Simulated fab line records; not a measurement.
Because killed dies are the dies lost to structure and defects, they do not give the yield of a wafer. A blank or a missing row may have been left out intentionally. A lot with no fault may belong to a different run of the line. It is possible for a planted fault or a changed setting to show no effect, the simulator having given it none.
Which of the tools did it? || flow gf180mcu || 42 wafers from 14 lots sampled at 3 of the route's 602 steps

## WHAT THE GAUGES SHOWED, per wafer
GF_VT_IMPLANT_OVL_MEAS_29. Usual: VT_IMPLANT_02_OVL gives -0.1 nm (standard deviation 1.1).
{"lot": "L495", "measured": "day 6 23:50", "on": "overlay-01", "VT_IMPLANT_02_OVL (nm)": "0.9 2.0 0.7", "flag": ""}
{"lot": "L496", "measured": "day 7 05:02", "on": "overlay-01", "VT_IMPLANT_02_OVL (nm)": "-1.5 -0.2 -0.3", "flag": ""}
{"lot": "L497", "measured": "day 7 11:38", "on": "overlay-02", "VT_IMPLANT_02_OVL (nm)": "1.5 1.1 -0.6", "flag": ""}
{"lot": "L498", "measured": "day 7 17:26", "on": "overlay-02", "VT_IMPLANT_02_OVL (nm)": "0.9 -0.8 0.5", "flag": ""}
{"lot": "L499", "measured": "day 8 01:47", "on": "overlay-01", "VT_IMPLANT_02_OVL (nm)": "-0.3 -1.7 -0.9", "flag": ""}
{"lot": "L501", "measured": "day 8 12:47", "on": "overlay-02", "VT_IMPLANT_02_OVL (nm)": "-1.2 -2.8 0.0", "flag": ""}
{"lot": "L502", "measured": "day 8 17:08", "on": "overlay-02", "VT_IMPLANT_02_OVL (nm)": "-0.4 -0.9 -2.4", "flag": ""}
{"lot": "L504", "measured": "day 9 08:26", "on": "overlay-02", "VT_IMPLANT_02_OVL (nm)": "0.9 0.6 0.2", "flag": ""}
{"lot": "L505", "measured": "day 9 14:17", "on": "overlay-02", "VT_IMPLANT_02_OVL (nm)": "-0.8 1.2 0.8", "flag": ""}
{"lot": "L509", "measured": "day 10 14:14", "on": "overlay-01", "VT_IMPLANT_02_OVL (nm)": "0.5 -0.3 -1.0", "flag": ""}
{"lot": "L510", "measured": "day 10 23:19", "on": "overlay-01", "VT_IMPLANT_02_OVL (nm)": "0.4 -0.5 0.8", "flag": ""}
{"lot": "L512", "measured": "day 11 10:11", "on": "overlay-02", "VT_IMPLANT_02_OVL (nm)": "-0.7 1.3 -0.5", "flag": ""}
{"lot": "L516", "measured": "day 12 16:08", "on": "overlay-02", "VT_IMPLANT_02_OVL (nm)": "1.4 0.3 1.4", "flag": ""}
{"lot": "L517", "measured": "day 12 21:26", "on": "overlay-02", "VT_IMPLANT_02_OVL (nm)": "1.3 0.3 2.1", "flag": ""}

GF_VT_IMPLANT_TW_MEAS_32. Usual: VT_IMPLANT_3_TW gives 268.3 (standard deviation 2).
{"lot": "L495", "measured": "day 7 00:07", "on": "filmMetro-01", "VT_IMPLANT_3_TW": "267.3 268.7 267.7", "flag": ""}
{"lot": "L496", "measured": "day 7 05:21", "on": "filmMetro-01", "VT_IMPLANT_3_TW": "266.8 267.8 267.5", "flag": ""}
{"lot": "L497", "measured": "day 7 11:56", "on": "filmMetro-04", "VT_IMPLANT_3_TW": "266.9 268.4 269.1", "flag": ""}
{"lot": "L498", "measured": "day 7 17:43", "on": "filmMetro-04", "VT_IMPLANT_3_TW": "266.4 268.5 267.9", "flag": ""}
{"lot": "L499", "measured": "day 8 02:05", "on": "filmMetro-04", "VT_IMPLANT_3_TW": "267.9 268.1 267.1", "flag": ""}
{"lot": "L501", "measured": "day 8 13:05", "on": "filmMetro-04", "VT_IMPLANT_3_TW": "269.3 267.7 268.2", "flag": ""}
{"lot": "L502", "measured": "day 8 17:26", "on": "filmMetro-04", "VT_IMPLANT_3_TW": "268.2 267.2 268.0", "flag": ""}
{"lot": "L504", "measured": "day 9 08:44", "on": "filmMetro-02", "VT_IMPLANT_3_TW": "269.2 268.1 268.0", "flag": ""}
{"lot": "L505", "measured": "day 9 14:34", "on": "filmMetro-01", "VT_IMPLANT_3_TW": "269.2 266.7 268.3", "flag": ""}
{"lot": "L509", "measured": "day 10 14:32", "on": "filmMetro-04", "VT_IMPLANT_3_TW": "266.3 265.6 266.0", "flag": ""}
{"lot": "L510", "measured": "day 10 23:37", "on": "filmMetro-01", "VT_IMPLANT_3_TW": "266.4 267.5 266.0", "flag": ""}
{"lot": "L512", "measured": "day 11 10:29", "on": "filmMetro-04", "VT_IMPLANT_3_TW": "265.8 266.0 265.6", "flag": ""}
{"lot": "L516", "measured": "day 12 16:25", "on": "filmMetro-01", "VT_IMPLANT_3_TW": "264.9 265.0 263.5", "flag": ""}
{"lot": "L517", "measured": "day 12 21:43", "on": "filmMetro-02", "VT_IMPLANT_3_TW": "270.4 269.5 272.2", "flag": ""}

GF_DUAL_GATE_THK_MEAS_03. Usual: DUAL_GATE_OXIDATION_00_THK gives 10.96 nm (standard deviation 0.19).
{"lot": "L495", "measured": "day 7 18:40", "on": "filmMetro-03", "DUAL_GATE_OXIDATION_00_THK (nm)": "10.73 10.87 11.04", "flag": ""}
{"lot": "L496", "measured": "day 7 23:48", "on": "filmMetro-02", "DUAL_GATE_OXIDATION_00_THK (nm)": "11.08 10.94 11.01", "flag": ""}
{"lot": "L497", "measured": "day 8 07:38", "on": "filmMetro-02", "DUAL_GATE_OXIDATION_00_THK (nm)": "10.85 10.69 10.80", "flag": ""}
{"lot": "L498", "measured": "day 8 12:46", "on": "filmMetro-03", "DUAL_GATE_OXIDATION_00_THK (nm)": "10.93 10.98 10.94", "flag": ""}
{"lot": "L499", "measured": "day 8 21:10", "on": "filmMetro-01", "DUAL_GATE_OXIDATION_00_THK (nm)": "11.08 10.88 10.97", "flag": ""}
{"lot": "L501", "measured": "day 9 08:25", "on": "filmMetro-03", "DUAL_GATE_OXIDATION_00_THK (nm)": "11.14 11.22 11.26", "flag": ""}
{"lot": "L502", "measured": "day 9 12:33", "on": "filmMetro-01", "DUAL_GATE_OXIDATION_00_THK (nm)": "11.01 10.83 10.88", "flag": ""}
{"lot": "L504", "measured": "day 10 05:01", "on": "filmMetro-03", "DUAL_GATE_OXIDATION_00_THK (nm)": "10.77 10.87 11.10", "flag": ""}
{"lot": "L505", "measured": "day 10 10:54", "on": "filmMetro-02", "DUAL_GATE_OXIDATION_00_THK (nm)": "10.79 10.75 10.83", "flag": ""}
{"lot": "L509", "measured": "day 11 12:58", "on": "filmMetro-02", "DUAL_GATE_OXIDATION_00_THK (nm)": "10.99 11.10 10.95", "flag": ""}
{"lot": "L510", "measured": "day 11 21:16", "on": "filmMetro-03", "DUAL_GATE_OXIDATION_00_THK (nm)": "11.08 11.11 11.13", "flag": ""}
{"lot": "L512", "measured": "day 12 08:58", "on": "filmMetro-02", "DUAL_GATE_OXIDATION_00_THK (nm)": "11.10 11.21 11.27", "flag": ""}
{"lot": "L516", "measured": "day 13 14:56", "on": "filmMetro-02", "DUAL_GATE_OXIDATION_00_THK (nm)": "10.91 10.87 10.81", "flag": ""}
{"lot": "L517", "measured": "day 13 19:58", "on": "filmMetro-03", "DUAL_GATE_OXIDATION_00_THK (nm)": "11.04 11.10 11.24", "flag": ""}

## TOOL THAT RAN EACH LOT (tool first, then ch and the chambers of the sampled wafers, then the start)
The record holds no process step before these readings.

## WHAT THE TOOLS THEMSELVES READ (means of the sampled wafers that have a number; where no wafer has one, the mark that the record gives instead)
The record holds no such reading with a usual standard deviation.

## THE ANSWER, worked out from the rows above alone
Rule: a lot counts as off when the mean over its wafers that have a number is more than 3 standard deviations away from the usual mean. A lot without any number at a reading at which 4 lots or more have one is off too. Any other lot the step has rows for is counted as sound. After the gauges, taken in route order, come the tools' own readings; for these a lot's mean is taken, as printed above. The first step at which some lot is off is used, and at that step the reading that is off furthest; a lot without a number counts as furthest.
No lot is off at any reading shown: from this, nothing can be told.

## WHAT WAS PUT IN BY THE SIMULATOR
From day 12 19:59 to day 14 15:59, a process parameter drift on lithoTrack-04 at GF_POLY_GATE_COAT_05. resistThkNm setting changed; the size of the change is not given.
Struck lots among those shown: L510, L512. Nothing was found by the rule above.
